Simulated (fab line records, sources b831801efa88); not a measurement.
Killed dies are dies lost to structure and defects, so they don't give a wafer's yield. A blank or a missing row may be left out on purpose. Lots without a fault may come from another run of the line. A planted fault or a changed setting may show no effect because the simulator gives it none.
Split-lot experiment | flow sfq_line | 5 lots, 27 wafers read, on a route of 325 steps

THE SPLIT
At SFQ_TRILAYER_M3_DEP_SPUTTER_073 (material Nb, target thk 200 nm, time 133.3 s), the setting time_s was moved away from the recipe's 133.3 s on 6 of the 27 wafers read, by -28.9% to +49.7%. The other wafers ran this setting at the recipe's value.

The file shows no step between the split and the reading.

THE READING
M3_NB_RS, in ohm/sq, at SFQ_M3_RS_MEAS_919 (measures by four-point-probe). Fault-free wafers of this fab line usually give 0.889 ohm/sq, standard deviation 0.01 ohm/sq.

wafer  | tool, chamber at the split | time_s as run, s | against the recipe | M3_NB_RS, ohm/sq | against lot-mates on the recipe
L076.1 | pvd_sputter-05, -          | 133.3            | recipe             | 0.892            | -
L076.2 | pvd_sputter-05, -          | 133.3            | recipe             | 0.891            | -
L076.3 | pvd_sputter-05, -          | 133.3            | recipe             | 0.880            | -
L076.4 | pvd_sputter-05, -          | 133.3            | recipe             | 0.875            | -
L076.5 | pvd_sputter-05, -          | 133.3            | recipe             | 0.883            | -
L076.6 | pvd_sputter-05, -          | 133.3            | recipe             | 0.877            | -
L077.1 | pvd_sputter-03, -          | 199.5            | +49.7%             | 0.587            | -0.292
L077.2 | pvd_sputter-03, -          | 199.5            | +49.7%             | 0.589            | -0.290
L077.3 | pvd_sputter-03, -          | 133.3            | recipe             | 0.881            | -
L077.4 | pvd_sputter-03, -          | 199.5            | +49.7%             | 0.588            | -0.291
L077.5 | pvd_sputter-03, -          | 133.3            | recipe             | 0.884            | -
L077.6 | pvd_sputter-03, -          | 133.3            | recipe             | 0.873            | -
L079.1 | pvd_sputter-03, -          | 133.3            | recipe             | 0.888            | -
L079.2 | pvd_sputter-03, -          | 133.3            | recipe             | 0.901            | -
L079.3 | pvd_sputter-03, -          | 133.3            | recipe             | 0.903            | -
L079.4 | pvd_sputter-03, -          | 133.3            | recipe             | 0.891            | -
L079.5 | pvd_sputter-03, -          | 133.3            | recipe             | 0.888            | -
L079.6 | pvd_sputter-03, -          | 133.3            | recipe             | 0.901            | -
L081.1 | pvd_sputter-05, -          | 133.3            | recipe             | 0.877            | -
L081.2 | pvd_sputter-05, -          | 133.3            | recipe             | 0.887            | -
L081.3 | pvd_sputter-05, -          | 94.73            | -28.9%             | 1.257            | +0.372
L081.4 | pvd_sputter-05, -          | 133.3            | recipe             | 0.890            | -
L081.5 | pvd_sputter-05, -          | 94.73            | -28.9%             | 1.253            | +0.368
L081.6 | pvd_sputter-05, -          | 94.73            | -28.9%             | 1.264            | +0.379
L084.1 | pvd_sputter-06, -          | 133.3            | recipe             | 0.907            | -
L084.4 | pvd_sputter-06, -          | 133.3            | recipe             | 0.909            | -
L084.5 | pvd_sputter-06, -          | 133.3            | recipe             | 0.911            | -

THE FIT
A straight line over all 27 wafers: M3_NB_RS changes by -0.00792 ohm/sq for each +1% of time_s; r = -0.95; the points scatter about the line by 0.052 ohm/sq.
The same after taking each lot's own level away (the mean of its wafers on the recipe; 27 wafers): -0.00782 ohm/sq for each +1%; r = -0.94; scatter 0.054 ohm/sq.
On that fit, the largest move of time_s shifts the reading by 0.39 ohm/sq.
The lots' own levels span 0.8793 to 0.9090 ohm/sq, that is 3.0 times the standard deviation above.
So the lot-to-lot level changes the slope little: the two slopes agree.
Check: with one of the wafers moved furthest among these (+49.7%) left out of the fit, the line predicts -0.386 ohm/sq for it against its lot-mates. It came out at -0.292 ohm/sq against them.

OTHER SPLITS ON THESE WAFERS
These wafers also went through other splits before the reading. Each is held against what the fit with the lots' levels taken away leaves over:
other split on the same wafers                  | wafers away from the commonest value | r with M3_NB_RS (lot level and that fit taken away)
SFQ_TRILAYER_INCOMING_OXIDATION_002 ox_time_s   | 12                                   | +0.46
SFQ_TRILAYER_M0_BARC_OPEN_METAL_ETCH_031 time_s | 12                                   | +0.08
SFQ_TRILAYER_M1_ETCH_METAL_ETCH_042 time_s      | 6                                    | +0.05

THE WHOLE CHAIN: every reading that the file lists as answering this split, in the file's order
step                                | what it does                                                        | reading                                                                                   | change (the file's fit)                                                              | r (the file's)
SFQ_TRILAYER_M3_DEP_SPUTTER_073     | material Nb, target thk 200 nm, time 133.3 s                        | Nb_of_TRILAYER_M3_DEP_SPUTTER_073.thk_nm (the simulator's own value, which no gauge read) | +2.01 nm for each +1% of the setting                                                 | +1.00
SFQ_M3_RS_MEAS_919                  | measures by four-point-probe                                        | M3_NB_RS                                                                                  | -0.00765 for each +1% of the setting                                                 | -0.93
SFQ_TRILAYER_M3_ETCH_METAL_ETCH_078 | etches Nb in Cl2/Ar, stops on SiO2, target depth 240 nm, time 120 s | oes_product_au                                                                            | not straight: 0.742 at the lowest setting, 0.895 at the recipe, 1.007 at the highest | not given

THE FILE'S OWN FIT
M3_NB_RS changes by -0.00765 ohm/sq for each +1% of time_s, r = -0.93.
